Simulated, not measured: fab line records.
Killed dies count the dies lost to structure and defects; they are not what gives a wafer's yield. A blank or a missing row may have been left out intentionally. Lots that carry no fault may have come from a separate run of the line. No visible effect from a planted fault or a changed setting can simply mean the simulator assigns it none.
The same fault as seen by 2 desks :: flow sfq_line :: numbers are kept per desk, each desk with only its own; the story behind them comes last

== TOOL OWNER'S DESK, litho_track-03 ==
The tool's own readings at SFQ_TRILAYER_R5_LITHO_COAT_141 (resist thk 62 nm): means of the sampled wafers that have a number, for each lot that ran on this tool. A lot is out of limits, marked OUT, if its mean lies more than 4 standard deviations from the usual mean; the brackets give that distance.
Columns: A = exhaust_pa at SFQ_TRILAYER_R5_LITHO_COAT_141, usual 45.1 Pa; B = spin_speed_rpm at SFQ_TRILAYER_R5_LITHO_COAT_141, usual 2999.8 rpm
lot: L543
first seen here: day 57 07:50
A: 44.0
B: 3000.7

lot: L544
first seen here: day 57 17:29
A: 45.2
B: 3000.7

lot: L549
first seen here: day 60 15:58
A: 45.9
B: 2997.7

lot: L550
first seen here: day 61 22:40
A: 44.1
B: 3001.3

lot: L558
first seen here: day 67 04:43
A: 43.9
B: 2999.4
Result from this desk: across the 5 lots, nothing is out of limits.

== FROM THE METROLOGY DESK ==
What the gauges read for every lot (on any tool): the sampled wafers with a number, averaged. A lot is out of limits, marked OUT, if its mean lies more than 4 standard deviations from the usual mean; the brackets give that distance.
Columns: A = M8_BOW at SFQ_M8_BOW_MEAS_951, usual 8 um
lot: L542
first seen here: day 86 14:06
A: 16

lot: L543
first seen here: day 86 15:17
A: 6

lot: L544
first seen here: day 88 03:51
A: 15

lot: L546
first seen here: day 89 08:56
A: 16

lot: L548
first seen here: day 89 19:40
A: 3

lot: L549
first seen here: day 89 22:04
A: 5

lot: L550
first seen here: day 90 00:28
A: 2

lot: L552
first seen here: day 90 07:49
A: 18

lot: L558
first seen here: day 91 10:14
A: 4

lot: L560
first seen here: day 92 21:08
A: 3

lot: L561
first seen here: day 93 00:47
A: 15

lot: L563
first seen here: day 93 06:13
A: 4

lot: L564
first seen here: day 93 12:13
A: -3
Result from this desk: across the 13 lots, nothing is out of limits.

== PUT TOGETHER ==
The tool owner's desk saw nothing out of limits.
The metrology desk saw nothing out of limits.

== WHAT THE SIMULATOR HAD PUT IN ==
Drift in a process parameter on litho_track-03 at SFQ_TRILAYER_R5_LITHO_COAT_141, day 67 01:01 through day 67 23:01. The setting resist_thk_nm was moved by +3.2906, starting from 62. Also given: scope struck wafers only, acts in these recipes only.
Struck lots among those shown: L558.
